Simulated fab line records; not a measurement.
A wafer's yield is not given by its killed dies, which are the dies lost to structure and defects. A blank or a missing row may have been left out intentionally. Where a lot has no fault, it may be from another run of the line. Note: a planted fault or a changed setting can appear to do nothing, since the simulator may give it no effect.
Which tool is to blame? / flow sky130 / 10 lots with 30 wafers sampled at 4 steps, on a route of 708 steps

## WHAT THE GAUGES READ, wafer by wafer
SKY_LDD_N_TW_MEAS_17.
lot=L227; measured=day 17 19:48; on=film-metro-01; LDD_N_TW=2618 2616 2631
lot=L228; measured=day 18 10:10; on=film-metro-03; LDD_N_TW=2605 2632 2609
lot=L229; measured=day 18 21:12; on=film-metro-03; LDD_N_TW=2610 2631 2610
lot=L230; measured=day 19 03:49; on=film-metro-04; LDD_N_TW=2606 2608 2606
lot=L231; measured=day 19 14:26; on=film-metro-03; LDD_N_TW=2618 2613 2626
lot=L232; measured=day 20 00:58; on=film-metro-03; LDD_N_TW=2602 2588 2587
lot=L235; measured=day 21 02:54; on=film-metro-04; LDD_N_TW=2491 2492 2483
lot=L236; measured=day 21 09:33; on=film-metro-01; LDD_N_TW=2511 2508 2514
lot=L237; measured=day 21 20:17; on=film-metro-04; LDD_N_TW=2482 2493 2483
lot=L238; measured=day 22 05:17; on=film-metro-01; LDD_N_TW=2505 2521 2514

## EACH LOT AND THE TOOL THAT RAN IT (in order: tool; ch and the chambers of the sampled wafers; start)
lot=L227; SKY_POLY_GATE_ETCH_17=rie-si-01 ch 0,1,2, day 16 10:46; SKY_LDD_N_IMPLANT_10=implanter-04 ch 0, day 17 18:48; SKY_LDD_N_STRIP_16=plasma-asher-03 ch 0,1, day 17 19:42
lot=L228; SKY_POLY_GATE_ETCH_17=rie-si-01 ch 0,1, day 17 00:25; SKY_LDD_N_IMPLANT_10=implanter-04 ch 0, day 18 09:11; SKY_LDD_N_STRIP_16=plasma-asher-03 ch 0,1, day 18 10:04
lot=L229; SKY_POLY_GATE_ETCH_17=rie-si-02 ch 0,1,3, day 17 11:50; SKY_LDD_N_IMPLANT_10=implanter-02 ch 0, day 18 20:12; SKY_LDD_N_STRIP_16=plasma-asher-04 ch 0,1, day 18 21:06
lot=L230; SKY_POLY_GATE_ETCH_17=rie-si-02 ch 2,3, day 17 18:22; SKY_LDD_N_IMPLANT_10=implanter-04 ch 0, day 19 02:52; SKY_LDD_N_STRIP_16=plasma-asher-04 ch 0,1, day 19 03:43
lot=L231; SKY_POLY_GATE_ETCH_17=rie-si-01 ch 0,2,3, day 18 03:50; SKY_LDD_N_IMPLANT_10=implanter-04 ch 0, day 19 13:26; SKY_LDD_N_STRIP_16=plasma-asher-04 ch 0,1, day 19 14:20
lot=L232; SKY_POLY_GATE_ETCH_17=rie-si-02 ch 1,3, day 18 15:25; SKY_LDD_N_IMPLANT_10=implanter-02 ch 0, day 19 23:59; SKY_LDD_N_STRIP_16=plasma-asher-02 ch 0,1, day 20 00:51
lot=L235; SKY_POLY_GATE_ETCH_17=rie-si-02 ch 1,3, day 19 17:42; SKY_LDD_N_IMPLANT_10=implanter-02 ch 0, day 21 01:55; SKY_LDD_N_STRIP_16=plasma-asher-04 ch 0,1, day 21 02:47
lot=L236; SKY_POLY_GATE_ETCH_17=rie-si-01 ch 1,3, day 20 00:43; SKY_LDD_N_IMPLANT_10=implanter-04 ch 0, day 21 08:33; SKY_LDD_N_STRIP_16=plasma-asher-03 ch 0,1, day 21 09:27
lot=L237; SKY_POLY_GATE_ETCH_17=rie-si-02 ch 1,3, day 20 09:36; SKY_LDD_N_IMPLANT_10=implanter-01 ch 0, day 21 19:17; SKY_LDD_N_STRIP_16=plasma-asher-04 ch 0,1, day 21 20:11
lot=L238; SKY_POLY_GATE_ETCH_17=rie-si-01 ch 1,3, day 20 19:24; SKY_LDD_N_IMPLANT_10=implanter-04 ch 0, day 22 04:17; SKY_LDD_N_STRIP_16=plasma-asher-02 ch 0,1, day 22 05:11
- SKY_POLY_GATE_ETCH_17: etches poly-Si in HBr/Cl2, stops on SiO2, target depth 180 nm, time 70.5 s.
- SKY_LDD_N_IMPLANT_10
- SKY_LDD_N_STRIP_16: strips in O2/N2.

## THE ANSWER, worked out from the rows above alone
Rule: usual is defined by the lots themselves. The widest of any qualifying gaps counts: lots, ordered by their means at a reading, are off when they make up no more than a third of the lots, leave a main group of 4 or more, and stand apart from it by 3 or more times the standard deviation of that group's means. If all means in a main group match to the digits the tables above print for the reading, that group is not used. A lot without any number at a reading at which 4 lots or more have one is off too. Where the step has rows for the other lots, those lots are counted as sound.
No lot is off on any of the readings shown, so nothing can be concluded from this.

## WHAT THE SIMULATOR HAD PUT IN
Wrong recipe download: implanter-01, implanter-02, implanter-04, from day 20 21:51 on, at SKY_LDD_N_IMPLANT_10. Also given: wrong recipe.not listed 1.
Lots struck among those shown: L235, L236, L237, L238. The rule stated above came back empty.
